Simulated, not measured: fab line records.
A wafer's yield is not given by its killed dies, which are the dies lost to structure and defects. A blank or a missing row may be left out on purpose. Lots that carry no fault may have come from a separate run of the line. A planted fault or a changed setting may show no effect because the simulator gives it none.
fab line records + flow gf180mcu
[record]
- lots = 14
- wafers = 42
- last-day = 34
route steps=602 shown LVPWELL@62 M1@318 M3@412
lots with no fault: from the same line, run without faults
start-h: start of the lot's first displayed wafer, in hours after the record's first day + wait-h: hours elapsed since this lot's preceding step + " identical to the entry in the row above + L1.1+2: a single row standing in for several wafers + - no value present, or no start provided + * or withheld: withheld + < > ~ a bound
route shown NAME@n: names a module that has steps shown in the file, with the first one's number in the route + usual: the fault-free wafers' mean and standard deviation + same: alike in all rows + chamber/n: place in a boat + sites: per-site readings + _std_site: standard deviation of those values + _edge_site: outer sites' mean less inner sites' + radius-mm: how far each site lies from the wafer's centre + mask NAME#n: copy n + behind: the tool/chamber that last shaped the wafer + hold: cause of the lot's hold/its duration in hours/its outcome + device: which transistor (n, p or np) failed to switch + end of line: at the end of the route, the tests of the same wafers + for a step that has no rows: nothing shown but its recipe + killed: dies that structure and defects cost at the first sort, which is not the same as the wafer's yield + map: shows each die of a wafer: x if killed, . if not, _ if none is there
set.NAME: the setting the step ran with; set.NAME@STEP: the setting that earlier step ran with + model.NAME: the simulator's own value behind a step, which no gauge read
steps of the route over a sample of lots; a table a step, a row a wafer
services: the hour from which a tool's chamber was out of use, counted from the record's first day as start-h (under 0 if before that day), plus the number of hours and why
[[steps]]
[step GF_LVPWELL_IMPLANT_08]
[recipe]
- species = B
- energy-kev = 170
- dose-cm2 = 1.5e+13
- tilt-deg = 0
[usual]
- beam-energy-keV = 170.00/0.052
| lot.wafer | tool         | chamber | start-h | wait-h | beam-energy-keV |
|-----------|--------------|---------|---------|--------|-----------------|
| L828.2    | implanter-04 | 0       | 74.86   | 0.0    | 170.10          |
| L828.4    | "            | 0       | "       | "      | 170.03          |
| L828.5    | "            | 0       | "       | "      | 169.95          |
| L830.1    | implanter-01 | 0       | 85.95   | 0.0    | 169.99          |
| L830.3    | "            | 0       | "       | "      | 170.02          |
| L830.5    | "            | 0       | "       | "      | 170.06          |
| L831.2    | implanter-02 | 0       | 93.51   | 0.0    | 169.94          |
| L831.5    | "            | 0       | "       | "      | 169.91          |
| L831.6    | "            | 0       | "       | "      | 169.99          |
| L832.4    | implanter-04 | 0       | 98.93   | 0.1    | 170.04          |
| L832.5    | "            | 0       | "       | "      | 169.97          |
| L832.6    | "            | 0       | "       | "      | 170.01          |
| L833.3    | implanter-04 | 0       | 102.40  | 0.1    | 170.03          |
| L833.5    | "            | 0       | "       | "      | 170.03          |
| L833.6    | "            | 0       | "       | "      | 170.07          |
| L834.1    | implanter-04 | 0       | 106.99  | 0.0    | 169.93          |
| L834.2    | "            | 0       | "       | "      | 169.91          |
| L834.6    | "            | 0       | "       | "      | 169.99          |
| L835.1    | implanter-04 | 0       | 118.79  | 0.0    | 169.93          |
| L835.3    | "            | 0       | "       | "      | 169.97          |
| L835.5    | "            | 0       | "       | "      | 169.90          |
| L841.1    | implanter-04 | 0       | 150.73  | 0.0    | 169.97          |
| L841.3    | "            | 0       | "       | "      | 169.94          |
| L841.6    | "            | 0       | "       | "      | 170.00          |
| L842.1    | implanter-01 | 0       | 162.30  | 0.0    | 170.08          |
| L842.3    | "            | 0       | "       | "      | 170.09          |
| L842.6    | "            | 0       | "       | "      | 170.04          |
| L845.3    | implanter-04 | 0       | 175.55  | 0.1    | 170.02          |
| L845.5    | "            | 0       | "       | "      | 169.98          |
| L845.6    | "            | 0       | "       | "      | 169.98          |
| L847.3    | implanter-04 | 0       | 180.04  | 0.1    | 169.96          |
| L847.5    | "            | 0       | "       | "      | 170.01          |
| L847.6    | "            | 0       | "       | "      | 170.02          |
| L848.1    | implanter-01 | 0       | 193.14  | 0.0    | 169.97          |
| L848.2    | "            | 0       | "       | "      | 169.95          |
| L848.3    | "            | 0       | "       | "      | 170.04          |
| L849.1    | implanter-01 | 0       | 194.14  | 0.0    | 169.99          |
| L849.2    | "            | 0       | "       | "      | 170.07          |
| L849.3    | "            | 0       | "       | "      | 169.94          |
| L850.1    | implanter-02 | 0       | 199.93  | 0.0    | 169.90          |
| L850.5    | "            | 0       | "       | "      | 169.94          |
| L850.6    | "            | 0       | "       | "      | 169.94          |
[step GF_VT_IMPLANT_RS_MEAS_48]
[recipe]
- thk-meas-gauge = four-point-probe
[usual]
- LVPWELL_RS = 1197.9/2.6
| lot.wafer | tool          | chamber | start-h | wait-h | LVPWELL_RS[ohm/sq] |
|-----------|---------------|---------|---------|--------|--------------------|
| L828.2    | film-metro-01 | -       | 163.74  | 0.1    | 1197.8             |
| L828.4    | "             | -       | "       | "      | 1200.5             |
| L828.5    | "             | -       | "       | "      | 1198.6             |
| L830.1    | film-metro-01 | -       | 178.23  | 0.1    | 1199.2             |
| L830.3    | "             | -       | "       | "      | 1201.6             |
| L830.5    | "             | -       | "       | "      | 1198.5             |
| L831.2    | film-metro-02 | -       | 184.08  | 0.1    | 1198.6             |
| L831.5    | "             | -       | "       | "      | 1204.9             |
| L831.6    | "             | -       | "       | "      | 1199.3             |
| L832.4    | film-metro-01 | -       | 200.18  | 0.1    | 1200.6             |
| L832.5    | "             | -       | "       | "      | 1200.4             |
| L832.6    | "             | -       | "       | "      | 1196.3             |
| L833.3    | film-metro-02 | -       | 200.68  | 0.1    | 1204.3             |
| L833.5    | "             | -       | "       | "      | 1199.3             |
| L833.6    | "             | -       | "       | "      | 1198.7             |
| L834.1    | film-metro-01 | -       | 200.79  | 0.1    | 1200.7             |
| L834.2    | "             | -       | "       | "      | 1196.8             |
| L834.6    | "             | -       | "       | "      | 1195.3             |
| L835.1    | film-metro-02 | -       | 215.42  | 0.1    | 1195.5             |
| L835.3    | "             | -       | "       | "      | 1196.7             |
| L835.5    | "             | -       | "       | "      | 1202.5             |
| L841.1    | film-metro-01 | -       | 257.34  | 0.1    | 1199.4             |
| L841.3    | "             | -       | "       | "      | 1200.2             |
| L841.6    | "             | -       | "       | "      | 1200.4             |
| L842.1    | film-metro-02 | -       | 269.91  | 0.1    | 1196.6             |
| L842.3    | "             | -       | "       | "      | 1196.5             |
| L842.6    | "             | -       | "       | "      | 1199.4             |
| L845.3    | film-metro-01 | -       | 285.53  | 0.1    | 1204.3             |
| L845.5    | "             | -       | "       | "      | 1206.0             |
| L845.6    | "             | -       | "       | "      | 1207.7             |
| L847.3    | film-metro-03 | -       | 291.07  | 0.1    | 1206.5             |
| L847.5    | "             | -       | "       | "      | 1207.1             |
| L847.6    | "             | -       | "       | "      | 1207.8             |
| L848.1    | film-metro-01 | -       | 307.76  | 0.1    | 1198.4             |
| L848.2    | "             | -       | "       | "      | 1196.9             |
| L848.3    | "             | -       | "       | "      | 1200.9             |
| L849.1    | film-metro-02 | -       | 309.44  | 0.1    | 1191.6             |
| L849.2    | "             | -       | "       | "      | 1196.2             |
| L849.3    | "             | -       | "       | "      | 1192.9             |
| L850.1    | film-metro-03 | -       | 314.96  | 0.1    | 1200.4             |
| L850.5    | "             | -       | "       | "      | 1202.8             |
| L850.6    | "             | -       | "       | "      | 1197.3             |
[step GF_M1_SPUTTER_03]
[recipe]
- material = Ti
- target-thk-nm = 10
- substrate-temp-c = 300
- chamber-pressure-pa = 0.3
- power-w = 3000
- time-s = 6.7
[usual]
- throttle-valve-pct = 30.2/1
| lot.wafer | tool           | chamber | start-h | wait-h | throttle-valve-pct |
|-----------|----------------|---------|---------|--------|--------------------|
| L828.2    | pvd-sputter-02 | -       | 369.23  | 0.0    | 30.7               |
| L828.4    | "              | -       | "       | "      | 29.8               |
| L828.5    | "              | -       | "       | "      | 30.5               |
| L830.1    | pvd-sputter-01 | -       | 389.20  | 0.0    | 32.0               |
| L830.3    | "              | -       | "       | "      | 29.0               |
| L830.5    | "              | -       | "       | "      | 29.7               |
| L831.2    | pvd-sputter-02 | -       | 396.33  | 0.0    | 31.9               |
| L831.5    | "              | -       | "       | "      | 29.8               |
| L831.6    | "              | -       | "       | "      | 31.4               |
| L834.1    | pvd-sputter-01 | -       | 423.21  | 0.0    | 31.7               |
| L834.2    | "              | -       | "       | "      | 31.3               |
| L834.6    | "              | -       | "       | "      | 31.8               |
| L832.4    | pvd-sputter-02 | -       | 424.84  | 0.0    | 29.5               |
| L832.5    | "              | -       | "       | "      | 29.6               |
| L832.6    | "              | -       | "       | "      | 30.6               |
| L833.3    | pvd-sputter-01 | -       | 425.95  | 0.0    | 31.3               |
| L833.5    | "              | -       | "       | "      | 31.5               |
| L833.6    | "              | -       | "       | "      | 31.6               |
| L835.1    | pvd-sputter-02 | -       | 433.82  | 0.0    | 31.6               |
| L835.3    | "              | -       | "       | "      | 29.4               |
| L835.5    | "              | -       | "       | "      | 31.5               |
| L841.1    | pvd-sputter-02 | -       | 496.13  | 0.0    | 31.6               |
| L841.3    | "              | -       | "       | "      | 30.8               |
| L841.6    | "              | -       | "       | "      | 30.2               |
| L842.1    | pvd-sputter-02 | -       | 509.01  | 0.0    | 29.5               |
| L842.3    | "              | -       | "       | "      | 31.4               |
| L842.6    | "              | -       | "       | "      | 29.8               |
| L845.3    | pvd-sputter-03 | -       | 527.50  | 0.0    | 28.5               |
| L845.5    | "              | -       | "       | "      | 30.5               |
| L845.6    | "              | -       | "       | "      | 29.8               |
| L847.3    | pvd-sputter-03 | -       | 538.30  | 0.0    | 28.3               |
| L847.5    | "              | -       | "       | "      | 28.3               |
| L847.6    | "              | -       | "       | "      | 30.0               |
| L848.1    | pvd-sputter-03 | -       | 553.20  | 0.0    | 30.2               |
| L848.2    | "              | -       | "       | "      | 28.1               |
| L848.3    | "              | -       | "       | "      | 28.6               |
| L849.1    | pvd-sputter-02 | -       | 555.80  | 0.0    | 30.7               |
| L849.2    | "              | -       | "       | "      | 31.4               |
| L849.3    | "              | -       | "       | "      | 29.7               |
| L850.1    | pvd-sputter-02 | -       | 563.47  | 0.0    | 29.3               |
| L850.5    | "              | -       | "       | "      | 29.3               |
| L850.6    | "              | -       | "       | "      | 31.5               |
[step GF_M3_SPUTTER_03]
[recipe]
- material = Ti
- target-thk-nm = 10
- substrate-temp-c = 300
- chamber-pressure-pa = 0.3
- power-w = 3000
- time-s = 6.7
[usual]
- throttle-valve-pct = 30.0/1.1
| lot.wafer | tool           | chamber | start-h | wait-h | throttle-valve-pct |
|-----------|----------------|---------|---------|--------|--------------------|
| L828.2    | pvd-sputter-01 | -       | 470.13  | 0.0    | 31.2               |
| L828.4    | "              | -       | "       | "      | 29.3               |
| L828.5    | "              | -       | "       | "      | 31.8               |
| L830.1    | pvd-sputter-03 | -       | 490.75  | 0.0    | 28.6               |
| L830.3    | "              | -       | "       | "      | 30.2               |
| L830.5    | "              | -       | "       | "      | 29.6               |
| L831.2    | pvd-sputter-01 | -       | 496.98  | 0.0    | 29.4               |
| L831.5    | "              | -       | "       | "      | 31.4               |
| L831.6    | "              | -       | "       | "      | 31.9               |
| L834.1    | pvd-sputter-03 | -       | 524.27  | 0.0    | 28.3               |
| L834.2    | "              | -       | "       | "      | 29.8               |
| L834.6    | "              | -       | "       | "      | 30.6               |
| L832.4    | pvd-sputter-01 | -       | 526.41  | 0.0    | 29.8               |
| L832.5    | "              | -       | "       | "      | 31.9               |
| L832.6    | "              | -       | "       | "      | 31.5               |
| L833.3    | pvd-sputter-02 | -       | 526.74  | 0.0    | 30.0               |
| L833.5    | "              | -       | "       | "      | 29.7               |
| L833.6    | "              | -       | "       | "      | 31.6               |
| L835.1    | pvd-sputter-03 | -       | 535.67  | 0.0    | 29.8               |
| L835.3    | "              | -       | "       | "      | 30.6               |
| L835.5    | "              | -       | "       | "      | 28.4               |
| L841.1    | pvd-sputter-01 | -       | 592.34  | 0.0    | 29.6               |
| L841.3    | "              | -       | "       | "      | 31.9               |
| L841.6    | "              | -       | "       | "      | 29.3               |
| L842.1    | pvd-sputter-02 | -       | 603.89  | 0.0    | 29.9               |
| L842.3    | "              | -       | "       | "      | 30.4               |
| L842.6    | "              | -       | "       | "      | 30.5               |
| L845.3    | pvd-sputter-03 | -       | 619.89  | 0.0    | 28.5               |
| L845.5    | "              | -       | "       | "      | 30.3               |
| L845.6    | "              | -       | "       | "      | 28.7               |
| L847.3    | pvd-sputter-02 | -       | 635.55  | 0.0    | 30.3               |
| L847.5    | "              | -       | "       | "      | 31.4               |
| L847.6    | "              | -       | "       | "      | 29.3               |
| L848.1    | pvd-sputter-02 | -       | 643.23  | 0.0    | 30.4               |
| L848.2    | "              | -       | "       | "      | 30.0               |
| L848.3    | "              | -       | "       | "      | 31.4               |
| L849.1    | pvd-sputter-01 | -       | 644.97  | 0.0    | 31.1               |
| L849.2    | "              | -       | "       | "      | 29.8               |
| L849.3    | "              | -       | "       | "      | 31.9               |
| L850.1    | pvd-sputter-03 | -       | 657.27  | 0.0    | 28.3               |
| L850.5    | "              | -       | "       | "      | 28.4               |
| L850.6    | "              | -       | "       | "      | 29.8               |
[step GF_M3_CD_MEAS_14]
[recipe]
- target-cd-nm = 280
[usual]
- cd-nm = 280.1/1.1
| lot.wafer | tool      | chamber | start-h | wait-h | cd-nm |
|-----------|-----------|---------|---------|--------|-------|
| L828.2    | cd-sem-02 | -       | 494.57  | 0.1    | 280.8 |
| L828.4    | "         | -       | "       | "      | 280.8 |
| L828.5    | "         | -       | "       | "      | 279.9 |
| L830.1    | cd-sem-02 | -       | 514.46  | 0.1    | 281.2 |
| L830.3    | "         | -       | "       | "      | 281.2 |
| L830.5    | "         | -       | "       | "      | 281.4 |
| L831.2    | cd-sem-02 | -       | 520.98  | 0.1    | 279.9 |
| L831.5    | "         | -       | "       | "      | 280.5 |
| L831.6    | "         | -       | "       | "      | 279.1 |
| L834.1    | cd-sem-01 | -       | 547.25  | 0.1    | 279.3 |
| L834.2    | "         | -       | "       | "      | 279.1 |
| L834.6    | "         | -       | "       | "      | 278.6 |
| L832.4    | cd-sem-01 | -       | 548.17  | 0.1    | 278.8 |
| L832.5    | "         | -       | "       | "      | 281.2 |
| L832.6    | "         | -       | "       | "      | 279.3 |
| L833.3    | cd-sem-01 | -       | 549.10  | 0.1    | 280.6 |
| L833.5    | "         | -       | "       | "      | 279.5 |
| L833.6    | "         | -       | "       | "      | 280.1 |
| L835.1    | cd-sem-02 | -       | 558.31  | 0.1    | 278.3 |
| L835.3    | "         | -       | "       | "      | 279.6 |
| L835.5    | "         | -       | "       | "      | 278.5 |
| L841.1    | cd-sem-01 | -       | 613.22  | 0.1    | 279.1 |
| L841.3    | "         | -       | "       | "      | 279.1 |
| L841.6    | "         | -       | "       | "      | 279.6 |
| L842.1    | cd-sem-02 | -       | 625.49  | 0.1    | 280.7 |
| L842.3    | "         | -       | "       | "      | 280.1 |
| L842.6    | "         | -       | "       | "      | 279.2 |
| L845.3    | cd-sem-02 | -       | 640.73  | 0.1    | 279.9 |
| L845.5    | "         | -       | "       | "      | 279.6 |
| L845.6    | "         | -       | "       | "      | 279.3 |
| L847.3    | cd-sem-02 | -       | 654.96  | 0.1    | 280.3 |
| L847.5    | "         | -       | "       | "      | 280.0 |
| L847.6    | "         | -       | "       | "      | 280.3 |
| L848.1    | cd-sem-01 | -       | 662.47  | 0.1    | 279.4 |
| L848.2    | "         | -       | "       | "      | 280.7 |
| L848.3    | "         | -       | "       | "      | 280.7 |
| L849.1    | cd-sem-01 | -       | 664.82  | 0.1    | 278.7 |
| L849.2    | "         | -       | "       | "      | 280.3 |
| L849.3    | "         | -       | "       | "      | 278.3 |
| L850.1    | cd-sem-01 | -       | 676.36  | 0.1    | 280.8 |
| L850.5    | "         | -       | "       | "      | 280.3 |
| L850.6    | "         | -       | "       | "      | 279.8 |
[[services]]
| tool           | chamber | start-h | hours | kind   |
|----------------|---------|---------|-------|--------|
| implanter-01   | -       | 91.14   | 2.4   | repair |
| implanter-01   | -       | 101.81  | 1.2   | repair |
| pvd-sputter-01 | -       | 102.95  | 12.5  | repair |
| pvd-sputter-02 | -       | 117.22  | 1.4   | repair |
| implanter-01   | -       | 137.87  | 2.8   | repair |
| implanter-01   | -       | 203.48  | 3.0   | repair |
| pvd-sputter-01 | -       | 212.01  | 4.9   | repair |
| implanter-01   | -       | 270.75  | 5.6   | repair |
| implanter-01   | -       | 276.34  | 4.2   | pm     |
| implanter-04   | -       | 310.09  | 3.5   | pm     |
| pvd-sputter-03 | -       | 330.23  | 6.1   | repair |
| implanter-04   | -       | 344.08  | 1.8   | repair |
| implanter-01   | -       | 346.54  | 1.6   | repair |
| implanter-04   | -       | 390.22  | 3.4   | pm     |
| implanter-04   | -       | 396.41  | 3.1   | repair |
| implanter-01   | -       | 435.35  | 3.7   | repair |
| implanter-04   | -       | 444.67  | 1.9   | repair |
| implanter-04   | -       | 476.24  | 3.3   | repair |
| implanter-04   | -       | 510.39  | 5.0   | repair |
| pvd-sputter-02 | -       | 607.80  | 0.9   | repair |
| implanter-01   | -       | 618.79  | 2.5   | repair |
| implanter-04   | -       | 626.04  | 4.1   | repair |
| implanter-04   | -       | 632.50  | 1.2   | repair |
| pvd-sputter-03 | -       | 647.56  | 3.6   | repair |
[[key]]
[first-sign]
- step = GF_VT_IMPLANT_RS_MEAS_48
- reading = LVPWELL_RS
- direction = up
- sigmas = 3.4
- usual = 1197.9
- struck = 1206.6
effect none on later readings
met-at GF_LVPWELL_IMPLANT_08
struck-lots L845,L847
tester-left-out L845,L847
not-acting-at GF_M1_SPUTTER_03,GF_M3_SPUTTER_03,GF_M3_CD_MEAS_14
onset-between 150.73 175.55
[fault]
- kind = process-parameter-drift
- tool = implanter-04
- chamber = -
- onset-h = 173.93
- steps = GF_LVPWELL_IMPLANT_08
- channel = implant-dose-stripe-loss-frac
- offset = 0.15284
- shape = step
- end-h = 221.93
// tester-left-out: of these lots the tester's yield and bins aren't shown, on N5 and GAA mostly nor the transistor test; their killed dies are dies lost to structure and defects alone, not to doping, threshold or leakage, so they don't give the yield
